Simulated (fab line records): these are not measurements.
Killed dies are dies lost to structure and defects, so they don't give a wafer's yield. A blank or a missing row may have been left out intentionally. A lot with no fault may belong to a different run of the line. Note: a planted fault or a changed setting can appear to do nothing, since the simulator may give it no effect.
A lot that was struck, set against a sound lot | flow sky130 | 16 out of 708 route steps
Sound: these wafers, L372.3, L372.4, L372.6. Struck: wafers L378.2, L378.5. (L378.6 of the same lot was not struck and is left out.) The cause comes at the end.
Each step with rows lists, per side, the tool, then ch with its chambers, then its first start. Under that, the readings that differ: sound wafers | struck wafers | difference of the means | sigmas: that difference in standard deviations of wafers without a fault.
alike: same words and numbers on both sides, and readings whose means sit less than 2 such deviations apart. not compared: any withheld reading, any reading some wafer has no value for, any bound like >300 that may hide the same value, and any number with overlapping values for which the record gives no deviation.
A row with sigmas, a row that says differs or no value, or rows on one side alone: a step with any of these is where the two part. Numbers that don't overlap but have no deviation are shown without sigmas and don't part them. A reading that every wafer of one side lacks parts them only if that side has two wafers or more.

SKY_SD_N_OVL_MEAS_08:
  sound: overlay-01 at day 32 11:23; struck: overlay-02 at day 33 12:58
  alike: SD_N_OVL
then, 2 steps without rows for these wafers: SKY_SD_N_IMPLANT_09; SKY_SD_N_IMPLANT_10.
SKY_SD_N_STRIP_11: strips in O2/N2.
  sound on plasma asher-03 ch 0,1, day 32 11:44; struck on plasma asher-03 ch 0, day 33 13:17
  alike: drypump motor current A, oes product au, strip time to endpoint s
  not compared: rf hours counter h
SKY_SD_N_TW_MEAS_12:
  sound: film metro-04 at day 32 11:50; struck: film metro-04 at day 33 13:24
  alike: SD_N_TW
then, 1 step without rows for these wafers: SKY_SD_N_CLEAN_13 (cleans in SC1/SC2, time 150 s).
SKY_SD_N_RTA_14: time 2 s.
  sound on rtp anneal-01 ch 0, day 32 11:56; struck on rtp anneal-02 ch 0, day 33 13:34
  alike: chamber o2 ppm, lamp power pct, wafer_temp_C_max
SKY_SD_N_RS_MEAS_16: the measuring method here is four-point-probe.
  sound: film metro-02 at day 32 12:08; struck: film metro-04 at day 33 13:45
  alike: SD_N_RS
SKY_SD_N_RS_MEAS_17: the measuring method here is four-point-probe.
  sound: film metro-02 at day 32 12:16; struck: film metro-04 at day 33 13:52
  alike: SD_P_RS
SKY_SD_N_RS_MEAS_18: the measuring method here is four-point-probe.
  sound: film metro-02 at day 32 12:23; struck: film metro-04 at day 33 13:59
  reading               | sound             | struck      | difference | sigmas
  RES_XHIGH_RS (ohm/sq) | 330.7 330.9 331.4 | 333.1 333.5 | +2.3       | +2
then, 1 step without rows for these wafers: SKY_SALICIDE_CLEAN_00 (cleans in HF-last, time 30 s).
SKY_LI_CONTACT_HDPCVD_00: deposits PSG, target thk 930 nm, time 155 s.
  sound on hdpcvd-02 ch 0,1,2, day 32 12:29; struck on hdpcvd-01 ch 2, day 33 14:07
  reading                                       | sound             | struck      | difference | sigmas
  sih4 flow sccm (sccm)                         | 59.89 59.91 60.04 | 72.18 72.21 | +12.25     | +72
  model.PSG_of_LI_CONTACT_HDPCVD_00.thk nm (nm) | 917.7 917 924.2   | 1113 1110   | +192       |
SKY_LI_CONTACT_THK_MEAS_01:
  sound: film metro-04 at day 32 12:36; struck: film metro-01 at day 33 14:13
  reading                    | sound       | struck    | difference | sigmas
  LI_CONTACT_HDPCVD_THK (nm) | 917 917 924 | 1114 1110 | +193       | +18
SKY_LI_CONTACT_CMP_02: polishes PSG.
  sound on cmp-02 ch 0,1,2, day 32 12:44; struck on cmp-01 ch 0,2, day 33 14:25
  reading                | sound          | struck    | difference | sigmas
  time to endpoint s (s) | 36.7 32.6 34.1 | 50.9 47.1 | +14.5      | +6
  alike: motor current A
SKY_LI_CONTACT_BOW_MEAS_03:
  sound: film metro-02 at day 32 12:59; struck: film metro-04 at day 33 14:35
  reading             | sound    | struck | difference | sigmas
  LI_CONTACT_BOW (um) | 62 57 68 | 50 48  | -13        | -2
SKY_PAD_OPEN_PROBE_99:
  rows exist in the record for the sound wafers here (prober-01, day 49 03:05), none for the struck ones

WHERE THEY PART
Earliest at SKY_SD_N_RS_MEAS_18; latest, in this record, at SKY_PAD_OPEN_PROBE_99.

WHY: the cause the simulator had injected
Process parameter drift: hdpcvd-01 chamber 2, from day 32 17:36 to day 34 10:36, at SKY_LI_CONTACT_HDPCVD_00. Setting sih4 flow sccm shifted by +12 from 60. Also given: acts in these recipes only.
